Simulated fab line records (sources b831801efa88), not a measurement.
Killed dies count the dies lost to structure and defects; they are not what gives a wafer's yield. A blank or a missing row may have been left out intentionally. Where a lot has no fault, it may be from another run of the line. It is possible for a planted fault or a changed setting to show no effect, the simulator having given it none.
The tool behind it: which one? :: flow gf180mcu :: 6 lots, 18 wafers sampled, at 2 steps of a route of 602

WHAT THE GAUGES SHOWED, per wafer
GF_MVSD_TW_MEAS_11.
lot: L935
measured: day 4 20:20
on: film-metro-04
MVSD_TW: 1584 1574 1573

lot: L938
measured: day 5 13:58
on: film-metro-03
MVSD_TW: 1588 1588 1570

lot: L940
measured: day 6 01:09
on: film-metro-03
MVSD_TW: 1580 1580 1576

lot: L944
measured: day 7 02:18
on: film-metro-03
MVSD_TW: 1587 1587 1573

lot: L949
measured: day 8 08:00
on: film-metro-03
MVSD_TW: 1597 1590 1590

lot: L954
measured: day 9 12:35
on: film-metro-04
MVSD_TW: 2394 2387 2380

WHICH TOOL RAN EACH LOT (tool, then ch and the chambers of the sampled wafers, then the start)
lot: L935
GF_MVSD_IMPLANT_08: implanter-01 ch 0, day 4 19:56

lot: L938
GF_MVSD_IMPLANT_08: implanter-04 ch 0, day 5 13:33

lot: L940
GF_MVSD_IMPLANT_08: implanter-04 ch 0, day 6 00:46

lot: L944
GF_MVSD_IMPLANT_08: implanter-01 ch 0, day 7 01:55

lot: L949
GF_MVSD_IMPLANT_08: implanter-01 ch 0, day 8 07:37

lot: L954
GF_MVSD_IMPLANT_08: implanter-04 ch 0, day 9 12:11
- GF_MVSD_IMPLANT_08

THE ANSWER, worked out from the rows above alone
Rule: the usual values come from the lots themselves. The widest of any qualifying gaps counts: lots, ordered by their means at a reading, are off when they make up no more than a third of the lots, leave a main group of 4 or more, and stand apart from it by 3 or more times the standard deviation of that group's means. A main group is skipped when, at the precision printed for the reading in the tables above, its means are all equal. Also off: a lot with no number at a reading for which 4 or more lots have one. The other lots that the step has rows for count as sound.
Off: L954, at GF_MVSD_TW_MEAS_11 (MVSD_TW). The main group has a mean of 1582 with a standard deviation of 5.3.
If a tool, at a process step before that reading, ran all the lots that are off and no sound lot after the first of them, it fits. Gauges at GF_MVSD_TW_MEAS_11: tried the same way as those tools. 2 tools fit, implanter-04 at GF_MVSD_IMPLANT_08 and film-metro-04 at GF_MVSD_TW_MEAS_11, so this cannot tell which one it is.

WHAT THE SIMULATOR HAD INSERTED
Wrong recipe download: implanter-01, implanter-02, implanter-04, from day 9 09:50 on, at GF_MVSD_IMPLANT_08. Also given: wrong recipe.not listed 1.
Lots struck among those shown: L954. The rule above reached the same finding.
